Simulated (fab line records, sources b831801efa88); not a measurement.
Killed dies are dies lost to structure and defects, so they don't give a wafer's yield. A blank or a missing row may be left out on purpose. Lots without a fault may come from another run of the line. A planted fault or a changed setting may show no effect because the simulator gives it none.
Tool commonality check | flow sky130 | 12 lots, 36 wafers sampled

WHY IT WAS OPENED
At SKY_VT_ADJUST_PCH_TW_MEAS_10 the reading VT_ADJUST_PCH_TW is flagged on 2 of 12 lots. Wafers without a fault read 142.5, standard deviation 0.67.
Rule: a lot is flagged when every wafer of it that has a number lies more than 4 standard deviations from that mean, or none has a number. The other lots count as sound.

lot  | measured     | on            | VT_ADJUST_PCH_TW, wafer by wafer | flag
L875 | day 11 03:27 | film_metro-04 | 142.9 143.3 142.7                |
L880 | day 12 14:38 | film_metro-04 | 135.3 134.0 134.5                | FLAGGED
L881 | day 12 18:28 | film_metro-03 | 135.3 133.7 134.1                | FLAGGED
L883 | day 13 15:20 | film_metro-04 | 142.5 142.6 143.2                |
L886 | day 14 15:04 | film_metro-04 | 142.8 142.0 141.3                |
L888 | day 15 01:26 | film_metro-04 | 143.8 142.4 142.8                |
L889 | day 15 10:25 | film_metro-03 | 141.8 143.0 142.5                |
L890 | day 15 19:34 | film_metro-04 | 143.2 143.5 142.6                |
L892 | day 16 19:40 | film_metro-04 | 141.9 141.6 142.1                |
L893 | day 16 22:24 | film_metro-03 | 142.6 142.7 143.6                |
L894 | day 17 04:08 | film_metro-04 | 141.7 141.3 142.2                |
L895 | day 17 11:40 | film_metro-04 | 140.6 142.1 141.4                |
The numbers of the flagged lots are 134.5 on average: -8.0 against the usual, or -12 standard deviations.

WHICH TOOL RAN EACH LOT
The record holds 2 process steps before the reading, out of a route of 708 steps. In each cell: the tool, then ch and the chambers that the sampled wafers went through, then the start.
lot  | flag    | SKY_PWDE_STRIP_09                   | SKY_VT_ADJUST_PCH_IMPLANT_08
L875 |         | plasma_asher-02 ch 0,1, day 4 06:12 | implanter-03 ch 0, day 11 03:14
L880 | FLAGGED | plasma_asher-04 ch 0,1, day 5 10:32 | implanter-03 ch 0, day 12 14:25
L881 | FLAGGED | plasma_asher-03 ch 0,1, day 5 14:52 | implanter-03 ch 0, day 12 18:13
L883 |         | plasma_asher-02 ch 0,1, day 6 04:13 | implanter-01 ch 0, day 13 15:07
L886 |         | plasma_asher-03 ch 0,1, day 6 23:38 | implanter-02 ch 0, day 14 14:51
L888 |         | plasma_asher-02 ch 0,1, day 7 07:19 | implanter-01 ch 0, day 15 01:13
L889 |         | plasma_asher-03 ch 0,1, day 7 13:44 | implanter-01 ch 0, day 15 10:10
L890 |         | plasma_asher-03 ch 0,1, day 7 20:36 | implanter-03 ch 0, day 15 19:19
L892 |         | plasma_asher-02 ch 0,1, day 8 15:08 | implanter-02 ch 0, day 16 19:26
L893 |         | plasma_asher-04 ch 0,1, day 8 15:29 | implanter-03 ch 0, day 16 22:09
L894 |         | plasma_asher-02 ch 0,1, day 8 20:54 | implanter-02 ch 0, day 17 03:55
L895 |         | plasma_asher-02 ch 0,1, day 9 00:59 | implanter-03 ch 0, day 17 11:26
What these steps do:
- SKY_PWDE_STRIP_09: strips in O2/N2.
- SKY_VT_ADJUST_PCH_IMPLANT_08
- SKY_VT_ADJUST_PCH_TW_MEAS_10

FLAGGED OVER TOTAL, TOOL BY TOOL (the gauges that took the reading come last)
step                         | tool            | lots run | flagged | share of the flagged lots | sound lots run after its first flagged lot
SKY_PWDE_STRIP_09            | plasma_asher-02 | 6        | 0       | none                      | -
SKY_PWDE_STRIP_09            | plasma_asher-03 | 4        | 1       | some                      | 3 (L886,L889,L890)
SKY_PWDE_STRIP_09            | plasma_asher-04 | 2        | 1       | some                      | 1 (L893)
SKY_VT_ADJUST_PCH_IMPLANT_08 | implanter-01    | 3        | 0       | none                      | -
SKY_VT_ADJUST_PCH_IMPLANT_08 | implanter-02    | 3        | 0       | none                      | -
SKY_VT_ADJUST_PCH_IMPLANT_08 | implanter-03    | 6        | 2       | all                       | 3 (L890,L893,L895)
SKY_VT_ADJUST_PCH_TW_MEAS_10 | film_metro-03   | 3        | 1       | some                      | 2 (L889,L893)
SKY_VT_ADJUST_PCH_TW_MEAS_10 | film_metro-04   | 9        | 1       | some                      | 7 (L883,L886,L888,L890,L892,L894,L895)

WHAT THE TABLE ALLOWS
1 row of the table ran every flagged lot: implanter-03 at SKY_VT_ADJUST_PCH_IMPLANT_08.
- implanter-03 at SKY_VT_ADJUST_PCH_IMPLANT_08: 2 of its 6 lots flagged. Sound lots ran on it after the first flagged one (L890, L893, L895), which a lasting fault on the whole tool wouldn't allow. Its own readings lie more than 4 standard deviations out on every wafer of the flagged lots: dose_ions_cm2, faraday_current_uA.
No row of the table ran every flagged lot and no sound lot after the first.

WHAT THE SIMULATOR HAD PUT IN
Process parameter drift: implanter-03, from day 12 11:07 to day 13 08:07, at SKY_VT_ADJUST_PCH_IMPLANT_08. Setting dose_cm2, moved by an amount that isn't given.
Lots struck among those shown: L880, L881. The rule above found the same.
